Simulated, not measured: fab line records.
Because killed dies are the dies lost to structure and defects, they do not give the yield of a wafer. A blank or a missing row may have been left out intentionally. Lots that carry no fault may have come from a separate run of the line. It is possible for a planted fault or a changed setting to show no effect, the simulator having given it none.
The tool behind it: which one? ; flow sfq line ; 13 lots, 39 wafers sampled, at 1 step of a route of 325

## WHAT EACH GAUGE READ, for each wafer
SFQ_L0_RS_MEAS_901: a four-point-probe measurement. Usual: L0_MONX_KI_RS 43.5 ohm/sq, standard deviation 0.55.
lot;measured;on;L0_MONX_KI_RS (ohm/sq);flag
L166;day 1 12:34;film metro-01;43.4 42.9 42.9;
L167;day 1 17:35;film metro-02;43.2 43.9 43.3;
L169;day 2 03:34;film metro-01;43.7 44.3 44.0;
L171;day 2 13:34;film metro-01;43.2 43.6 43.8;
L172;day 2 18:34;film metro-04;44.0 44.5 44.1;
L173;day 2 23:36;film metro-04;43.7 44.1 43.2;
L175;day 3 09:34;film metro-02;43.7 43.2 42.9;
L176;day 3 14:36;film metro-04;43.3 43.4 43.6;
L177;day 3 19:34;film metro-04;43.3 42.9 43.6;
L180;day 4 10:34;film metro-04;43.9 43.3 43.2;
L181;day 4 15:36;film metro-02;43.5 42.9 43.3;
L182;day 4 20:34;film metro-02;43.6 42.9 43.4;
L184;day 5 06:34;film metro-01;44.1 43.9 43.1;

## EACH LOT AND THE TOOL THAT RAN IT (in order: tool; ch and the chambers of the sampled wafers; start)
The record shows no process step preceding these readings.

## AS READ BY THE TOOLS THEMSELVES (means over the sampled wafers that have a number; for cases with no such wafer, the mark the record gives instead)
The record holds no such reading with a usual standard deviation.

## THE ANSWER, worked out from the rows above alone
Rule: a lot is off if the mean of its wafers that have a number lies more than 3 standard deviations from the usual mean. A lot without any number at a reading at which 4 lots or more have one is off too. Where the step has rows for the other lots, those lots are counted as sound. First the gauges in route order, then the tools' own readings, where a lot's mean is used as printed above. The first step at which some lot is off is used, and at that step the reading that is off furthest; a lot without a number counts as furthest.
No lot is off at any reading shown: from this, nothing can be told.

## WHAT WAS PUT IN BY THE SIMULATOR
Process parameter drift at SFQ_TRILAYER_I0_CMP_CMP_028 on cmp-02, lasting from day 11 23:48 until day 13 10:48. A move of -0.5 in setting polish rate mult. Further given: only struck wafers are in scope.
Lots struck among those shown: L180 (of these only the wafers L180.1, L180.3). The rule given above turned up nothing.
